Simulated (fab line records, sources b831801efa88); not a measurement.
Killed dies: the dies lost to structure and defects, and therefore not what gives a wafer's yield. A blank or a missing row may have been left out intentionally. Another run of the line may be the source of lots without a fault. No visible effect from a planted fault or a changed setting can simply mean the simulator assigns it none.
Comparing a struck lot with a sound one :: flow sfqLine :: 14 steps out of a route of 325
Sound: the wafers L512.1, L512.3, L512.6. Wafers struck: L499.2, L499.4, L499.6. The cause is given at the end.
Order at every step that has rows: each side's tool, ch and its chambers, its first start. Under that, the readings that differ: sound wafers :: struck wafers :: difference of the means :: sigmas: that difference in standard deviations of wafers without a fault.
alike: a reading whose means differ by less than 2 such deviations, as well as words and numbers matching on both sides. not compared: withheld readings; readings where some wafer has no value; bounds like >300 that might hide an equal value; numbers whose values overlap and for which the record gives no deviation.
The two part at a step that has a row with sigmas, a row that says differs or no value, or rows on one side only. When numbers do not overlap yet have no deviation, they are printed without sigmas and do not part them. Lack of a reading on every wafer of one side parts them only where that side has two or more wafers.

first, 6 steps without rows for these wafers: SFQ_TRILAYER_M0_LITHO_COAT_026 (resist thk 62 nm); SFQ_TRILAYER_M0_LITHO_COAT_021 (resist thk 600 nm); SFQ_TRILAYER_M0_LITHO_SOFTBAKE_025; SFQ_TRILAYER_M0_LITHO_EXPOSE_022 (exposes mask M0, target cd 500 nm); SFQ_TRILAYER_M0_LITHO_PEB_024 (peb time 60 s); SFQ_TRILAYER_M0_LITHO_DEVELOP_023 (time 60 s).
SFQ_M0_OVL_MEAS_906:
  sound: overlay-01 at day 13 11:03; struck: overlay-02 at day 9 18:21
  alike: M0_OVL
SFQ_TRILAYER_M0_BARC_OPEN_METAL_ETCH_031: etches BARC in O2, target depth 125 nm, time 41.7 s.
  sound on rieMetal-03 ch 0,1, day 13 11:05; struck on rieMetal-04 ch 0,1, day 9 18:23
  alike: drypumpMotorCurrentA, oesProductAu
  not compared: rfHoursCounterH
SFQ_TRILAYER_M0_ETCH_METAL_ETCH_024: etches Nb in Cl2/Ar, stops on SiO2, target depth 240 nm, time 120 s.
  sound on rieMetal-03 ch 0,1, day 13 11:08; struck on rieMetal-04 ch 0,1, day 9 18:26
  alike: drypumpMotorCurrentA, oesProductAu
  not compared: rfHoursCounterH
SFQ_TRILAYER_M0_STRIP_STRIP_025: strips in O2.
  sound on rieMetal-03 ch 0,1, day 13 11:16; struck on rieMetal-04 ch 0,1, day 9 18:34
  alike: drypumpMotorCurrentA, oesProductAu
  not compared: rfHoursCounterH
then, 1 step without rows for these wafers: SFQ_TRILAYER_M0_STRIP_SOLV_CLEAN_026 (cleans in NMP, time 600 s).
SFQ_TRILAYER_I0_DEP_PECVD_027: deposits SiO2 from SiH4/N2O, time 111.11 s, target thk 500 nm.
  sound on pecvd-04 ch 0,1, day 13 12:02; struck on pecvd-04 ch 0,2, day 9 19:20
  alike: heaterPowerOuterW, heaterPowerW, throttleValvePct
SFQ_TRILAYER_I0_CMP_CMP_028: polishes SiO2.
  sound on cmp-02 ch 0,1,2, day 13 17:59; struck on cmp-01 ch 0,2,3, day 10 01:05
reading: platenRpm (rpm)
sound: 60.08 60.00 60.05
struck: 65.91 66.07 66.04
difference: +5.96
sigmas: +99 or more
  alike: motorCurrentA, timeToEndpointS
SFQ_I0_BOW_MEAS_907:
  sound: filmMetro-03 at day 13 20:59; struck: filmMetro-03 at day 10 03:06
  alike: I0_BOW

## WHERE THEY PART
Only at SFQ_TRILAYER_I0_CMP_CMP_028, as far as this record shows. Later steps at which nothing parts them and some readings are alike: SFQ_I0_BOW_MEAS_907.

WHY: what had been put in by the simulator
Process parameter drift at SFQ_TRILAYER_I0_CMP_CMP_028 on cmp-01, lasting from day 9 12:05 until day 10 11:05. Setting platenRpm shifted by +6 from 60. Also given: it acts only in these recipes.
